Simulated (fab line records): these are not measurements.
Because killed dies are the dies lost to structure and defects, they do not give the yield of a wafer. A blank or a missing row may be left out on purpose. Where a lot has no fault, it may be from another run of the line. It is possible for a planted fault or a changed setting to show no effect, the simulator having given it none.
Struck lot and sound lot, side by side    flow sky130    20 steps out of a route of 708
Sound: the wafers L407.1, L407.3, L407.4. Wafers L411.1, L411.2, L411.6 were the ones struck. The cause comes at the end.
Each step with rows lists, per side, the tool, then ch with its chambers, then its first start. Under that, the readings that differ: sound wafers    struck wafers    difference of the means    sigmas: that difference in standard deviations of wafers without a fault.
alike: readings with means less than 2 such deviations apart, plus words and numbers identical on both sides. not compared: withheld readings, readings lacking a value on some wafer, bounds such as >300 that could conceal the same value, and numbers that have no deviation in the record and whose values overlap.
A row with sigmas, a row that says differs or no value, or rows on one side alone: a step with any of these is where the two part. Numbers that have no deviation but don't overlap get no sigmas and don't part them. A reading missing from all wafers of one side parts the sides only when that side holds two or more wafers.

SKY_LI_CONTACT_CVD_21: deposits W, target thk 400 nm, time 120.56 s.
  sound on cvd w-01 ch 0,1, day 33 02:28; struck on cvd w-02 ch 0,1, day 34 09:35
  alike: heater power outer w, heater power w
SKY_LI_CONTACT_RS_MEAS_22: measures by four-point-probe.
  sound: film metro-01 at day 33 02:36; struck: film metro-01 at day 34 09:43
reading                   sound              struck             difference  sigmas
LI_CONTACT_W_RS (ohm/sq)  0.281 0.282 0.285  0.291 0.291 0.292  +0.009      +3
SKY_LI_CONTACT_THK_MEAS_23: measures by xrf.
  sound: film metro-01 at day 33 02:43; struck: film metro-01 at day 34 09:50
reading                sound        struck       difference  sigmas
LI_CONTACT_W_THK (nm)  417 419 410  399 402 399  -15         -2
SKY_LI_CONTACT_CMP_24: polishes, stops on PSG, t overpolish 20 s, target thk 0 nm.
  sound on cmp-02 ch 1,2,3, day 33 02:50; struck on cmp-01 ch 0,1, day 34 09:56
  alike: motor current A, overpolish run s, retaining ring pressure frac, time to endpoint s
SKY_LOCAL_INTERCONNECT_SPUTTER_00: material TiN, target thk 100 nm, time 83.3 s.
  sound: pvd sputter-02 at day 33 03:05; struck: pvd sputter-02 at day 34 10:11
  alike: cathode dc power W, throttle valve pct
SKY_LOCAL_INTERCONNECT_RS_MEAS_01: measures by four-point-probe.
  sound: film metro-02 at day 33 03:08; struck: film metro-03 at day 34 10:15
  alike: LOCAL_INTERCONNECT_TIN_RS
SKY_LOCAL_INTERCONNECT_THK_MEAS_02: measures by xrf.
  sound: film metro-02 at day 33 03:16; struck: film metro-03 at day 34 10:22
  alike: LOCAL_INTERCONNECT_TIN_THK
then, 5 steps without rows for these wafers: SKY_LOCAL_INTERCONNECT_DEHYDRATE_03 (time 60 s); SKY_LOCAL_INTERCONNECT_HMDS_04 (prime time 60 s); SKY_LOCAL_INTERCONNECT_COAT_05 (resist thk 60 nm); SKY_LOCAL_INTERCONNECT_COAT_06 (resist thk 450 nm); SKY_LOCAL_INTERCONNECT_SOFTBAKE_07 (time 90 s).
SKY_LOCAL_INTERCONNECT_EXPOSE_08: exposes mask LI1M, target cd 170 nm.
  sound on krf scanner-01 ch 0, day 33 17:29; struck on krf scanner-01 ch 0, day 35 00:23
  alike: mask
then, 2 steps without rows for these wafers: SKY_LOCAL_INTERCONNECT_PEB_09; SKY_LOCAL_INTERCONNECT_DEVELOP_10 (develop time 60 s).
SKY_LOCAL_INTERCONNECT_CD_MEAS_11 targets a cd of 170 nm.
  sound: cd sem-01 at day 34 06:24; struck: cd sem-02 at day 35 13:15
reading     sound              struck          difference  sigmas
cd nm (nm)  170.3 170.3 169.5  89.1 88.5 88.1  -81.5       -63
SKY_LOCAL_INTERCONNECT_OVL_MEAS_12:
  sound: overlay-02 at day 34 06:31; struck: overlay-02 at day 35 13:22
  alike: LOCAL_INTERCONNECT_OVL
SKY_LOCAL_INTERCONNECT_ETCH_13: etches BARC in N2/H2, stops on SiO2, time 45.9 s, target depth 60 nm.
  sound on rie metal-02 ch 0,1, day 34 06:34; struck on rie metal-01 ch 0,1, day 35 13:25
reading                              sound              struck             difference  sigmas
model.LOCAL_INTERCONNECT.cd nm (nm)  170.4 169.8 169.5  90.15 89.09 89.38  -80.36      
  alike: drypump motor current A, h2 flow sccm, he backside leak sccm, oes product au, throttle valve pct
  not compared: rf hours counter h
SKY_LOCAL_INTERCONNECT_METAL_ETCH_14: etches TiN in Cl2/BCl3, stops on PSG, target depth 110 nm, time 31.4 s.
  sound on rie metal-02 ch 0,1, day 34 06:37; struck on rie metal-01 ch 0,1, day 35 13:28
reading                              sound            struck             difference  sigmas
model.LOCAL_INTERCONNECT.cd nm (nm)  170.9 170.7 170  90.03 89.02 89.41  -81.05      
  alike: drypump motor current A, he backside leak sccm, oes product au, throttle valve pct
  not compared: rf hours counter h
SKY_LOCAL_INTERCONNECT_STRIP_15: strips in O2/N2.
  sound on plasma asher-01 ch 0,1, day 34 06:41; struck on plasma asher-02 ch 0,1, day 35 13:31
  alike: drypump motor current A, oes product au, strip time to endpoint s
  not compared: rf hours counter h

## WHERE THEY PART
Earliest at SKY_LI_CONTACT_RS_MEAS_22; latest, in this record, at SKY_LOCAL_INTERCONNECT_CD_MEAS_11. Later steps at which nothing parts them and some readings are alike: SKY_LOCAL_INTERCONNECT_OVL_MEAS_12, SKY_LOCAL_INTERCONNECT_ETCH_13, SKY_LOCAL_INTERCONNECT_METAL_ETCH_14, SKY_LOCAL_INTERCONNECT_STRIP_15.

WHY: what the simulator had put in
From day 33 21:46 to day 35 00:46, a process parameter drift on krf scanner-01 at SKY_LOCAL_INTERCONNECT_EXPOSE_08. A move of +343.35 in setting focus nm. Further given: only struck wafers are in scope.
